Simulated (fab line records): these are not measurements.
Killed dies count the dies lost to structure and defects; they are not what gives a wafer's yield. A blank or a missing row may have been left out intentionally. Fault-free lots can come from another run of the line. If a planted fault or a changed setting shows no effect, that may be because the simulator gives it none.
A lot that was struck, set against a sound lot -- flow sky130 -- 17 steps out of a route of 708
Sound: wafers L351.3, L351.4, L351.5. The struck wafers were L349.2, L349.5, L349.6. Last of all comes the cause.
Each step with rows lists, per side, the tool, then ch with its chambers, then its first start. Under that, the readings that differ: sound wafers -- struck wafers -- difference of the means -- sigmas: that difference in standard deviations of wafers without a fault.
alike: same words and numbers on both sides, and readings whose means sit less than 2 such deviations apart. not compared: any withheld reading, any reading some wafer has no value for, any bound like >300 that may hide the same value, and any number with overlapping values for which the record gives no deviation.
The two part at a step that has a row with sigmas, a row that says differs or no value, or rows on one side only. Numbers that don't overlap but have no deviation are shown without sigmas and don't part them. Lack of a reading on every wafer of one side parts them only where that side has two or more wafers.

SKY_METAL5_SPUTTER_01: material TiN, target thk 20 nm, time 16.7 s.
  sound on pvd sputter-01 at day 48 01:14; struck on pvd sputter-03 at day 47 17:19
  alike: throttle valve pct
SKY_METAL5_SPUTTER_02: material AlCu, target thk 1150 nm, time 59.67 s.
  sound on pvd sputter-01 at day 48 01:16; struck on pvd sputter-03 at day 47 17:20
  alike: throttle valve pct
SKY_METAL5_SPUTTER_03: material Ti, target thk 5 nm, time 3.3 s.
  sound on pvd sputter-01 at day 48 01:19; struck on pvd sputter-03 at day 47 17:23
  alike: throttle valve pct
SKY_METAL5_SPUTTER_04: material TiN, target thk 70 nm, time 58.3 s.
  sound on pvd sputter-01 at day 48 01:20; struck on pvd sputter-03 at day 47 17:25
  alike: throttle valve pct
SKY_METAL5_RS_MEAS_05: measures by four-point-probe.
  sound on film metro-04 at day 48 01:25; struck on film metro-04 at day 47 17:29
  alike: METAL5_ALCU_RS
SKY_METAL5_THK_MEAS_06: measures by xrf.
  sound on film metro-04 at day 48 01:31; struck on film metro-04 at day 47 17:35
  alike: METAL5_ALCU_THK
then, 6 steps without rows for these wafers: SKY_METAL5_DEHYDRATE_07 (time 60 s); SKY_METAL5_HMDS_08 (prime time 60 s); SKY_METAL5_COAT_09 (resist thk 1800 nm); SKY_METAL5_SOFTBAKE_10 (time 60 s); SKY_METAL5_EXPOSE_11 (exposes mask MM5, target cd 1600 nm); SKY_METAL5_PEB_12.
SKY_METAL5_DEVELOP_13: develop time 60 s.
  sound on litho track-03 ch 0, day 48 20:07; struck on litho track-02 ch 0, day 48 12:12
SKY_METAL5_DESCUM_14: chemistry O2, time 11 s.
  sound on rie metal-03 ch 0,1, day 48 20:14; struck on rie metal-02 ch 0,1, day 48 12:19
reading,sound,struck,difference,sigmas
model.METAL5.cd nm (nm),1598 1599 1598,1617 1618 1617,+19,
  alike: drypump motor current A, oes product au
  not compared: rf hours counter h
SKY_METAL5_METAL_ETCH_15: etches the open film in Cl2/BCl3, stops on SiO2, target depth 1260 nm, time 239.8 s.
  sound on rie metal-03 ch 0,1, day 48 20:20; struck on rie metal-02 ch 0,1, day 48 12:21
reading,sound,struck,difference,sigmas
model.METAL5.cd nm (nm),1604 1597 1593,1619 1633 1623,+27,
  alike: drypump motor current A, oes product au, throttle valve pct
  not compared: rf hours counter h
SKY_METAL5_STRIP_16: strips in O2/N2.
  sound on plasma asher-02 ch 0,1, day 48 20:31; struck on plasma asher-02 ch 0,1, day 48 12:35
  alike: drypump motor current A, oes product au, strip time to endpoint s
  not compared: rf hours counter h
SKY_PAD_OPEN_PROBE_99:
  sound on prober-02 at day 50 10:12; struck on prober-01 at day 50 03:35
reading,sound,struck,difference,sigmas
killed short,34 25 42,45 55 50,+16,+2
model.etest.met5.width nm (nm),1605 1599 1595,1620 1632 1622,+25,
  alike: defect limited yield, killed_at_M0_to_M3, killed_at_M4_up, killed at contacts, killed at front end, killed at other, killed dies, killed open, sort_bin_3_pad_short, sort_bin_5_function, sort_bin_6_memory, sort n pass, sort yield pct

WHERE THEY PART
Within this record, at SKY_PAD_OPEN_PROBE_99 only.

WHY: what had been put in by the simulator
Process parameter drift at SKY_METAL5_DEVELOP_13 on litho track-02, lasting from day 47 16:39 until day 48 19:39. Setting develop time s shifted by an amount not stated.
